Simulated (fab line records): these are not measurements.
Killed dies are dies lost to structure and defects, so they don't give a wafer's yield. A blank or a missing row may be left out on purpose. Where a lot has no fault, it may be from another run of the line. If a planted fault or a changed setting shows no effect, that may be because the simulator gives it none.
A struck lot beside a sound one ; flow sky130 ; 14 steps out of a route of 708
Sound: these wafers, L977.1, L977.2, L977.4. Struck: wafers L970.3, L970.4, L970.5. Last of all comes the cause.
Order at every step that has rows: each side's tool, ch and its chambers, its first start. Under that, the readings that differ: sound wafers ; struck wafers ; difference of the means ; sigmas: that difference in standard deviations of wafers without a fault.
alike: a reading whose means differ by less than 2 such deviations, as well as words and numbers matching on both sides. not compared: withheld readings; readings where some wafer has no value; bounds like >300 that might hide an equal value; numbers whose values overlap and for which the record gives no deviation.
A row with sigmas, a row that says differs or no value, or rows on one side alone: a step with any of these is where the two part. Numbers that have no deviation but don't overlap get no sigmas and don't part them. A reading that every wafer of one side lacks parts them only if that side has two wafers or more.

first, 3 steps without rows for these wafers: SKY_METAL2_EXPOSE_12 (exposes mask MM2, target cd 140 nm); SKY_METAL2_PEB_13; SKY_METAL2_DEVELOP_14 (develop time 60 s).
SKY_METAL2_CD_MEAS_15: target cd 140 nm.
  sound on cd sem-01, day 41 01:51; struck on cd sem-01, day 39 00:47
  alike: cd nm
SKY_METAL2_OVL_MEAS_16:
  sound on overlay-01, day 41 01:58; struck on overlay-02, day 39 00:53
  alike: METAL2_OVL
SKY_METAL2_DESCUM_17: chemistry O2, time 8 s.
  sound on rie metal-02 ch 0,1, day 41 02:01; struck on rie metal-01 ch 0,1, day 39 00:55
  alike: drypump motor current A, oes product au, temp c
  not compared: rf hours counter h
SKY_METAL2_ETCH_18: etches BARC in N2/H2, stops on SiO2, time 45.9 s, target depth 60 nm.
  sound on rie metal-02 ch 0,1, day 41 02:03; struck on rie metal-01 ch 0,1, day 39 00:58
  alike: drypump motor current A, oes product au, throttle valve pct
  not compared: rf hours counter h
SKY_METAL2_METAL_ETCH_19: etches the open film in Cl2/BCl3, stops on SiO2, target depth 360 nm, time 78 s.
  sound on rie metal-02 ch 0,1, day 41 02:08; struck on rie metal-01 ch 0,1, day 39 01:02
  alike: drypump motor current A, oes product au, throttle valve pct
  not compared: rf hours counter h
SKY_METAL2_STRIP_20: strips in O2/N2.
  sound on plasma asher-01 ch 0,1, day 41 02:15; struck on plasma asher-01 ch 0,1, day 39 01:07
  alike: drypump motor current A, oes product au, strip time to endpoint s
  not compared: rf hours counter h
then, 3 steps without rows for these wafers: SKY_METAL2_STRIP_21 (strips in post etch residue remover, time 1200 s); SKY_METAL2_CLEAN_22 (cleans in IPA, time 180 s); SKY_METAL2_CLEAN_23 (cleans in O3/DIW).
SKY_VIA2_HDPCVD_00: deposits SiO2, target thk 1180 nm, time 196.7 s.
  sound on hdpcvd-02 ch 1,2, day 41 03:17; struck on hdpcvd-02 ch 0,1,2, day 39 01:43
  no value came back on the struck wafers for pressure mtorr (mTorr), run length s (s); on the sound wafers pressure mtorr (mTorr) reads 6.012 6.011 6.004
SKY_PAD_OPEN_PROBE_99:
  the record holds rows for the sound wafers here (prober-01, day 50 10:03) but none for the struck ones

## WHERE THEY PART
Last at SKY_PAD_OPEN_PROBE_99 as far as this record goes, first at SKY_VIA2_HDPCVD_00.

WHY: whatever the simulator had introduced
Step skipped in full: hdpcvd-02, at SKY_VIA2_HDPCVD_00, from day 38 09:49 onward. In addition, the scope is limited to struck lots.
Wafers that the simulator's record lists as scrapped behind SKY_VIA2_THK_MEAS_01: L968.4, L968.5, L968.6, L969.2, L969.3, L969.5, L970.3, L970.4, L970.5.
